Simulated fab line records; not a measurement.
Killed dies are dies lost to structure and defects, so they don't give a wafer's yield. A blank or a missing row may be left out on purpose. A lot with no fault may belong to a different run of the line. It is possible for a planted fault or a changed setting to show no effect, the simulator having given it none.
Chamber matching    flow sky130    SKY_CAP2M_CVD_00 on pecvd-01: 3 sister chambers
The step deposits SiO2, target thk 15.5 nm. 6 wafers are shown with their chamber, then 8 later ones without.

WAFERS, EACH WITH ITS CHAMBER
wafer   chamber  heater-power-w (W)
L587.3  1        842
L587.4  2        673
L586.1  1        873
L586.3  0        659
L586.6  0        654
L589.4  2        796

WAFERS MISSING THEIR CHAMBER
wafer   heater-power-w (W)
L589.5  869
L589.6  580
L590.2  792
L590.5  783
L590.6  786
L594.1  786
L594.3  770
L594.4  767

WHICH CHAMBER EACH ONE RAN IN
wafer   from the rows above           in truth
L589.5  1                             1
L589.6  can't be placed: 0 or 2       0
L590.2  can't be placed: 2 or 1 or 0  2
L590.5  can't be placed: 2 or 1 or 0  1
L590.6  can't be placed: 2 or 1 or 0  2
L594.1  can't be placed: 2 or 1 or 0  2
L594.3  can't be placed: 2 or 1 or 0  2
L594.4  can't be placed: 2 or 1 or 0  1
Correct placement for 1 of the 8. Cannot be placed on the basis of these rows: 7; the candidates contain the true chamber in 7. Wrongly placed: 0.
How it was worked out, from the rows above alone: a wafer's distance from a chamber is the root of the sum, over the readings, of the square of ((its reading less the chamber's mean) divided by the reading's scatter). The wafer belongs to the nearest chamber; if the next one is less than 2 further off, it can't be placed. The mean given for a chamber averages the wafers shown for that chamber. The scatter: take each reading less its chamber's mean, square it, sum over the shown wafers, divide by the number of wafers less the number of chambers, and take the root.
